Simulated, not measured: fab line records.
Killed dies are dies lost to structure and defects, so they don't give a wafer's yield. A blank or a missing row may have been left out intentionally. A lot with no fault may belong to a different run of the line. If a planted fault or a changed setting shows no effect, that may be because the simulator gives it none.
The tool behind it: which one? | flow sky130 | 15 lots, 45 wafers sampled, at 2 steps of a route of 708

WHAT THE GAUGES READ, wafer by wafer
SKY_SD_N_CD_MEAS_07: the cd target is 380 nm. Usual: cd nm reads 379.9 nm (standard deviation 2.6).
lot  | measured     | on        | cd nm (nm)        | flag
L430 | day 29 05:16 | cd sem-01 | 377.4 380.4 380.0 |
L431 | day 29 09:20 | cd sem-01 | 382.5 378.5 377.1 |
L432 | day 29 15:33 | cd sem-01 | 381.8 382.1 380.1 |
L433 | day 29 18:50 | cd sem-02 | 379.8 381.9 381.0 |
L434 | day 30 15:02 | cd sem-02 | 380.1 380.3 379.1 |
L435 | day 30 17:40 | cd sem-01 | 383.5 384.2 385.1 |
L436 | day 31 05:05 | cd sem-02 | 375.8 376.7 376.1 |
L437 | day 31 06:16 | cd sem-01 | 381.5 380.6 380.5 |
L441 | day 32 10:41 | cd sem-01 | - - -             | OFF
L442 | day 33 07:16 | cd sem-02 | - - -             | OFF
L443 | day 33 11:08 | cd sem-02 | - - -             | OFF
L450 | day 35 14:33 | cd sem-01 | 375.4 374.7 375.1 |
L449 | day 35 16:11 | cd sem-02 | 378.0 382.2 376.9 |
L451 | day 35 20:33 | cd sem-02 | 382.0 381.5 381.2 |
L452 | day 36 04:51 | cd sem-01 | 379.1 379.4 380.1 |

TOOL THAT RAN EACH LOT (tool first, then ch and the chambers of the sampled wafers, then the start)
lot  | SKY_SD_N_COAT_02
L430 | litho track-01 ch 0, day 28 14:59
L431 | litho track-04 ch 0, day 28 18:46
L432 | litho track-01 ch 0, day 29 00:59
L433 | litho track-04 ch 0, day 29 03:31
L434 | litho track-02 ch 0, day 30 00:36
L435 | litho track-01 ch 0, day 30 02:37
L436 | litho track-04 ch 0, day 30 15:22
L437 | litho track-02 ch 0, day 30 16:30
L441 | litho track-02, day 31 20:13
L442 | litho track-04, day 32 17:04
L443 | litho track-01, day 32 20:50
L450 | litho track-02 ch 0, day 35 00:12
L449 | litho track-01 ch 0, day 35 01:40
L451 | litho track-04 ch 0, day 35 06:50
L452 | litho track-01 ch 0, day 35 16:53
- SKY_SD_N_COAT_02: resist thk 1140 nm.

AS READ BY THE TOOLS THEMSELVES (means over the sampled wafers that have a number; for cases with no such wafer, the mark the record gives instead)
SKY_SD_N_COAT_02. Usual: chill plate temp C 22.99 C, standard deviation 0.096; dispense pressure kPa 51 kPa, standard deviation 4.
lot  | tool           | chill plate temp C (C) | dispense pressure kPa (kPa) | flag
L430 | litho track-01 | 22.97                  | 54                          |
L431 | litho track-04 | 22.98                  | 54                          |
L432 | litho track-01 | 23.04                  | 54                          |
L433 | litho track-04 | 22.99                  | 54                          |
L434 | litho track-02 | 22.94                  | 45                          |
L435 | litho track-01 | 22.94                  | 54                          |
L436 | litho track-04 | 23.06                  | 54                          |
L437 | litho track-02 | 23.07                  | 45                          |
L441 | litho track-02 | -                      | -                           | OFF
L442 | litho track-04 | -                      | -                           | OFF
L443 | litho track-01 | -                      | -                           | OFF
L450 | litho track-02 | 22.88                  | 45                          |
L449 | litho track-01 | 22.99                  | 54                          |
L451 | litho track-04 | 22.97                  | 54                          |
L452 | litho track-01 | 22.90                  | 54                          |

THE ANSWER, worked out from the rows above alone
Rule: take the mean of a lot's wafers that have a number; if it is more than 3 standard deviations from the usual mean, the lot is off. Also off: a lot with no number at a reading for which 4 or more lots have one. All remaining lots with rows at the step are treated as sound. The gauges are gone through in route order, then the tools' own readings, and for those a lot's mean is taken as printed above. At the first step where some lot is off, the reading lying furthest off is the one used; lots without a number count as furthest.
Off: L441, L442, L443, at SKY_SD_N_CD_MEAS_07 (cd nm). Without a number there: L441, L442, L443.
If a tool, at a process step before that reading, ran all the lots that are off and no sound lot after the first of them, it fits. Not tried: the gauges at SKY_SD_N_CD_MEAS_07; whatever is off there is also off at SKY_SD_N_COAT_02, on other tools, and gauge error can't account for it. Of those tried, none fits.

WHAT THE SIMULATOR PUT IN
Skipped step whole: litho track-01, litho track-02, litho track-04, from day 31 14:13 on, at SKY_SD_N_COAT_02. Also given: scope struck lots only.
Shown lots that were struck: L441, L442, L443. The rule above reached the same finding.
